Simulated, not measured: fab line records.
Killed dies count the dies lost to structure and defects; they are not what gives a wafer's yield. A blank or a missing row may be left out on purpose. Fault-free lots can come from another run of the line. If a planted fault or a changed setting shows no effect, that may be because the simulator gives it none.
Problem report in the 8D (eight disciplines) form, filled by code + flow gf180mcu + the parts of the form that need people (team, actions taken, sign-off) are left out

== 1. WHAT WENT WRONG ==
At GF_V3_CD_MEAS_14, cd nm averages 274.7 nm over 6 wafers from 2 lots, while fault-free wafers read 260.0 nm, standard deviation 1. That is +15 standard deviations from the usual mean.
The step: target cd 260 nm.
The first sign was on wafer L511.1 at day 25 04:37, on cd sem-01. The record has a number at this step for 36 wafers belonging to 12 lots. Rule for "out" (also "out of limits"): further than 4 standard deviations from the usual mean. The rest of the wafers with a number are treated as sound.

== 2. WHAT IT IS; WHAT IT IS NOT ==
| question                    | is                     | is not                                                                                                  |
|-----------------------------|------------------------|---------------------------------------------------------------------------------------------------------|
| which readings at this step | cd nm                  | -                                                                                                       |
| which lots                  | L511, L512             | L506, L508, L509, L520, L522, L523, L524, L526, L527, L528                                              |
| which wafers of those lots  | all that have a number | -                                                                                                       |
| read on which gauges        | cd sem-01              | cd sem-02                                                                                               |
| when                        | from day 25 04:37      | up to then (9 sound wafers); but 21 sound wafers of L520, L522, L523, L524, L526, L527, L528 came after |

== 3. THE SUSPECTS, EACH WITH WHAT RULES IT OUT ==
Counting: any tool at a process step up to the reading is kept as a suspect provided that every lot that is out went through it and no sound lot did after the first of them.
- the gauge at GF_V3_CD_MEAS_14 is ruled out. All the wafers that are out were read on cd sem-01, but those of them that GF_V3_SOFTBAKE_10 has rows for are out there too, on other tools.
- litho track-02 at GF_V3_SOFTBAKE_10 (time 60 s): ruled out as a lasting fault. Following L511 (day 24 17:00), the first lot on it that is out, the sound lots L526, L528 were run on it.
Left after counting: nothing in the record.

== 4. THE CAUSE (what the simulator had put in) ==
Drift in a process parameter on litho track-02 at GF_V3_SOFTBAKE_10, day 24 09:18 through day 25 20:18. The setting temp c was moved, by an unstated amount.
It was ruled out by counting, in error; the rule expects a fault to strike all lots run on its tool from its start on, and this fault did not.

== 5. THE CHAIN OF EFFECTS, in route order ==
Each row: a reading whose mean over the struck wafers that have a number lies more than 3 standard deviations from the usual. Only readings whose record carries a usual standard deviation are examined. hours: median over the lots of the time between each lot's start at the first step of this table that gives one and its start at this step. sigmas: the change, counted in usual standard deviations.
| hours | step              | reading              | usual    | on struck wafers | change | sigmas |
|-------|-------------------|----------------------|----------|------------------|--------|--------|
| 0     | GF_V3_SOFTBAKE_10 | heater power total W | 93.05 W  | 97.22            | +4.17  | +69    |
| 0     | GF_V3_SOFTBAKE_10 | plate temp C         | 130.05 C | 134.44           | +4.39  | +34    |
| 12    | GF_V3_CD_MEAS_14  | cd nm                | 260.0 nm | 274.7            | +14.7  | +15    |
Process steps it contains:
- GF_V3_SOFTBAKE_10: time 60 s.

== 6. HOW IT WOULD HAVE BEEN CAUGHT EARLIER ==
In this record the first reading out of limits at a measuring or inspecting step was taken at day 25 04:37, 19 hours after the fault began at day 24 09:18.
The tool's own readings at GF_V3_SOFTBAKE_10 were out on every struck wafer that the step has a row for (heater power total W, plate temp C): an alarm limit on them would have fired on the first of those.
